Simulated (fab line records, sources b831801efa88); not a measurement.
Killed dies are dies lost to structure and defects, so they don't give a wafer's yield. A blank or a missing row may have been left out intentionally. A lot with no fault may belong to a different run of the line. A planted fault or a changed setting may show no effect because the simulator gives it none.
Comparing a struck lot with a sound one | flow sfq-line | 14 steps out of a route of 325
Sound: these wafers, L432.1, L432.4, L432.5. Wafers struck: L448.3, L448.5, L448.6. Last of all comes the cause.
At each step with rows: each side's tool, then ch and its chambers, then its first start. Under that, the readings that differ: sound wafers | struck wafers | difference of the means | sigmas: that difference in standard deviations of wafers without a fault.
alike: readings whose means differ by less than 2 such deviations, and words and numbers that are the same on both sides. not compared: withheld readings, readings that some wafer has no value for, bounds like >300 that may hide the same value, and numbers for which the record gives no deviation and whose values overlap.
Wherever a step has rows on one side only, a row that says differs or no value, or a row with sigmas, the two part there. When numbers do not overlap yet have no deviation, they are printed without sigmas and do not part them. A reading that every wafer of one side lacks parts them only if that side has two wafers or more.

first, 6 steps without rows for these wafers: SFQ_TRILAYER_M6_LITHO_COAT_164 (resist thk 62 nm); SFQ_TRILAYER_M6_LITHO_COAT_159 (resist thk 600 nm); SFQ_TRILAYER_M6_LITHO_SOFTBAKE_163; SFQ_TRILAYER_M6_LITHO_EXPOSE_160 (exposes mask M6, target cd 500 nm); SFQ_TRILAYER_M6_LITHO_PEB_162 (peb time 60 s); SFQ_TRILAYER_M6_LITHO_DEVELOP_161 (time 60 s).
SFQ_M6_OVL_MEAS_940:
  struck on overlay-01, day 61 17:02; sound on overlay-02, day 57 06:49
  alike: M6_OVL
SFQ_TRILAYER_M6_BARC_OPEN_METAL_ETCH_206: etches BARC in O2, target depth 125 nm, time 41.7 s.
  sound on rie-metal-01 ch 0, day 57 06:52; struck on rie-metal-01 ch 0,1, day 61 17:05
  alike: drypump-motor-current-A, oes-product-au
  not compared: rf-hours-counter-h
SFQ_TRILAYER_M6_ETCH_METAL_ETCH_162: etches Nb in Cl2/Ar, stops on SiO2, target depth 240 nm, time 120 s.
  sound on rie-metal-01 ch 0, day 57 06:55; struck on rie-metal-01 ch 0,1, day 61 17:10
  alike: drypump-motor-current-A, oes-product-au
  not compared: rf-hours-counter-h
SFQ_TRILAYER_M6_STRIP_STRIP_163: strips in O2.
  sound on rie-metal-01 ch 0, day 57 07:02; struck on rie-metal-01 ch 0,1, day 61 17:27
  alike: drypump-motor-current-A, oes-product-au
  not compared: rf-hours-counter-h
then, 1 step without rows for these wafers: SFQ_TRILAYER_M6_STRIP_SOLV_CLEAN_164 (cleans in NMP, time 600 s).
SFQ_TRILAYER_I6_DEP_PECVD_165: deposits SiO2 from SiH4/N2O, time 111.11 s, target thk 500 nm.
  sound on pecvd-02 ch 0,2, day 57 07:49; struck on pecvd-02 ch 0,1,2, day 61 18:01
  reading                                             | sound             | struck            | difference | sigmas
  rf-fwd-power-W (W)                                  | 182.1 181.9 182.1 | 108.9 107.7 109.5 | -73.3      | -99 or more
  showerhead-vpp-V (V)                                | 823 834 817       | 646 648 666       | -171       | -4
  model.SiO2_of_TRILAYER_I6_DEP_PECVD_165.thk-nm (nm) | 498.7 509.7 512   | 419.2 425.8 421.4 | -84.7      |
  alike: heater-power-w, throttle-valve-pct
SFQ_TRILAYER_I6_CMP_CMP_166: polishes SiO2.
  sound on cmp-02 ch 0,2,3, day 59 08:07; struck on cmp-01 ch 0,1,2, day 63 10:06
  reading                | sound       | struck      | difference | sigmas
  time-to-endpoint-s (s) | 213 222 210 | 153 151 158 | -61        | -7
  alike: head-pressure-psi, motor-current-A
SFQ_I6_BOW_MEAS_941:
  struck on film-metro-03, day 63 11:38; sound on film-metro-03, day 59 11:07
  alike: I6_BOW

== WHERE THEY PART ==
Last at SFQ_TRILAYER_I6_CMP_CMP_166 as far as this record goes, first at SFQ_TRILAYER_I6_DEP_PECVD_165. Later steps at which nothing parts them and some readings are alike: SFQ_I6_BOW_MEAS_941.

WHY: the cause the simulator had injected
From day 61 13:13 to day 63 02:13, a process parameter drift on pecvd-02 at SFQ_TRILAYER_I6_DEP_PECVD_165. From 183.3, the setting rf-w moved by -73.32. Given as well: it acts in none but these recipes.
